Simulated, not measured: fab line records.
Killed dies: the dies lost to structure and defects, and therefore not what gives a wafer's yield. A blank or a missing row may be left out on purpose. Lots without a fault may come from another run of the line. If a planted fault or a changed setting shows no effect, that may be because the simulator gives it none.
Problem report, 8D (eight disciplines) form, completed by code	flow gf180mcu	the parts of the form that need people (team, actions taken, sign-off) are left out

## 1. WHAT IS WRONG
M2_ALCU_RS at GF_M2_RS_MEAS_05 reads a mean of 0.1113 ohm/sq on 1 wafer of 1 lot; wafers without a fault read 0.0701 ohm/sq with a standard deviation of 0.00097. Relative to the usual mean, that is a shift of +42 standard deviations.
The step: measures by four-point-probe.
First observed at day 25 12:29: wafer L706.5, on filmMetro-03. The record holds 33 wafers of 11 lots with a number at this step. The rule behind "out" and "out of limits": a value lying over 4 standard deviations away from the usual mean. The other wafers with a number count as sound.

## 2. WHAT IT IS; WHAT IT IS NOT
question	is	is not
which readings at this step	M2_ALCU_RS	-
which lots	L706	L685, L686, L688, L690, L691, L692, L693, L694, L695, L704
which wafers of those lots	L706.5	L706.3, L706.6
read on which gauges	filmMetro-03	filmMetro-02, filmMetro-04
when	from day 25 12:29	up to then (32 sound wafers)

## 3. WHAT RULES OUT EACH SUSPECT
Counting: a tool at a process step up to the reading stays a suspect if it ran every lot that is out. Sound lots after the first of them don't rule it out here, since some wafers of a struck lot are sound.
- the gauge at GF_M2_RS_MEAS_05: kept. All the wafers that are out were read on filmMetro-03, and no step on other tools shows them out.
- plasmaAsher-03 at GF_V1_STRIP_18 (strips in O2/N2): kept. L706, the lot that is out, went through it at day 25 11:01; up to then, the latest sound lot through it was L704 at day 24 22:31.
- pvdSputter-04 at GF_V1_SPUTTER_21 (material Ti, target thk 15 nm, time 80.02 s): kept. L706, the lot that is out, went through it at day 25 11:32; up to then, the latest sound lot through it was L704 at day 24 23:02.
- pvdSputter-03 at GF_M2_SPUTTER_00 (material Ti, target thk 37.5 nm, time 150 s): kept. L706, the lot that is out, went through it at day 25 12:13; up to then, the latest sound lot through it was L695 at day 21 20:49.
- pvdSputter-03 at GF_M2_SPUTTER_02 (material AlCu, target thk 450 nm, time 23.9 s): kept. L706, the lot that is out, went through it at day 25 12:21; up to then, the latest sound lot through it was L695 at day 21 20:57.
- The sound lot-mates ran in chamber 0 of plasmaAsher-03 at GF_V1_STRIP_18, but the wafers that are out ran in chamber 1.
Left after counting: plasmaAsher-03 at GF_V1_STRIP_18, pvdSputter-04 at GF_V1_SPUTTER_21, pvdSputter-03 at GF_M2_SPUTTER_00, pvdSputter-03 at GF_M2_SPUTTER_02, filmMetro-03 at GF_M2_RS_MEAS_05.

## 4. THE CAUSE (what the simulator had put in)
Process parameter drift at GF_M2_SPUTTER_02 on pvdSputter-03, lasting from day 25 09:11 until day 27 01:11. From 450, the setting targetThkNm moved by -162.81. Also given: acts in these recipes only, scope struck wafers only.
Counting leaves 5 suspects; this tool is one of them.

## 5. THE EFFECT CHAIN, in route order
One row per reading whose mean, taken over the struck wafers that have a number, lies over 3 standard deviations from the usual. Only readings whose record carries a usual standard deviation are examined. hours: median over the lots of the time between each lot's start at the first step of this table that gives one and its start at this step. sigmas: the change, counted in usual standard deviations.
hours	step	reading	usual	on struck wafers	change	sigmas
0	GF_M2_RS_MEAS_05	M2_ALCU_RS	0.0701 ohm/sq	0.1113	+0.0412	+42
5	GF_M2_THK_MEAS_06	M2_ALCU_THK	447 nm	283	-164	-24

## 6. WHAT WOULD HAVE CAUGHT IT SOONER
The first out-of-limits reading at a measuring or inspecting step in this record came at day 25 12:29, 3 hours after the fault's start at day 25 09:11.
Tool readings at GF_M2_SPUTTER_02 with a usual standard deviation given in the record: none out on any struck wafer, hence no alarm at a limit of 4 standard deviations on them.
By day 25 12:29, every lot that is out (1) had started GF_M2_SPUTTER_02 on pvdSputter-03. Tool hold at that time: it would have spared none of them.
